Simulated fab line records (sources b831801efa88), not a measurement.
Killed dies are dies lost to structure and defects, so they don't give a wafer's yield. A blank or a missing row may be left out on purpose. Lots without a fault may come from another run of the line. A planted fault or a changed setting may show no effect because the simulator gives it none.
Chamber matching | flow gf180mcu | cmp-01 running GF_V3_CMP_26: 4 sister chambers
The step polishes, stops on SiO2, t overpolish 15 s, target thk 0 nm. 16 wafers are shown with their chamber, then 8 later ones without.

== WAFERS WITH THEIR CHAMBER ==
wafer  | chamber | motor-current-A (A) | overpolish-run-s (s) | slurry-flow-ml-min
L865.1 | 0       | 11.4                | 15.003               | 150.0
L865.3 | 1       | 12.4                | 15.007               | 149.8
L865.6 | 3       | 13.2                | 15.006               | 149.9
L866.2 | 2       | 10.3                | 15.001               | 149.6
L866.3 | 0       | 11.9                | 14.983               | 150.2
L866.4 | 3       | 11.8                | 14.996               | 149.9
L867.1 | 2       | 10.1                | 15.002               | 149.6
L867.2 | 1       | 12.1                | 14.996               | 149.6
L867.3 | 3       | 12.9                | 15.001               | 149.9
L876.1 | 3       | 13.2                | 14.997               | 150.1
L876.4 | 1       | 12.2                | 15.001               | 150.3
L876.6 | 2       | 10.3                | 15.002               | 150.1
L877.2 | 1       | 11.9                | 14.996               | 149.7
L877.4 | 2       | 9.4                 | 15.024               | 149.7
L877.6 | 3       | 13.0                | 15.013               | 149.1
L878.2 | 2       | 10.1                | 14.991               | 150.3

SIGNATURES (averages over the wafers above)
reading            | chamber 0 | chamber 1 | chamber 2 | chamber 3 | scatter within a chamber
motor-current-A    | 11.650    | 12.150    | 10.040    | 12.820    | 0.426
overpolish-run-s   | 14.99300  | 15.00000  | 15.00400  | 15.00260  | 0.00942
slurry-flow-ml-min | 150.100   | 149.850   | 149.860   | 149.780   | 0.333
Rule: for a wafer and a chamber, the distance is found by dividing, reading by reading, the gap between the wafer's reading and the chamber's mean by the reading's scatter, squaring, summing and taking the root. If the next closest chamber is less than 2 further off than the closest, the wafer can't be placed; otherwise it belongs to the closest. How the scatter is found: for the shown wafers, subtract from each reading the mean of its chamber, square and add these, divide the total by (wafers less chambers), then take the root.

== WAFERS MISSING THEIR CHAMBER ==
wafer  | motor-current-A (A) | overpolish-run-s (s) | slurry-flow-ml-min
L878.3 | 12.2                | 15.018               | 149.5
L878.4 | 12.9                | 14.997               | 150.2
L883.1 | 11.2                | 15.006               | 150.4
L883.5 | 12.3                | 15.002               | 150.0
L883.6 | 10.2                | 14.996               | 149.3
L884.1 | 13.1                | 14.990               | 150.6
L884.3 | 12.0                | 15.008               | 150.8
L884.4 | 11.9                | 14.998               | 150.2

== WHICH CHAMBER EACH ONE RAN IN ==
wafer  | from the rows above          | in truth
L878.3 | can't be placed: 1 or 3 or 0 | 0
L878.4 | can't be placed: 3 or 1 or 0 | 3
L883.1 | can't be placed: 0 or 1 or 2 | 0
L883.5 | can't be placed: 1 or 3 or 0 | 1
L883.6 | 2                            | 2
L884.1 | can't be placed: 3 or 1 or 0 | 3
L884.3 | can't be placed: 0 or 1 or 3 | 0
L884.4 | can't be placed: 0 or 1 or 3 | 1
Correctly placed: 1 of 8. From these rows, 7 cannot be placed; in 7 the true chamber is one of the candidates. Wrongly placed: 0.
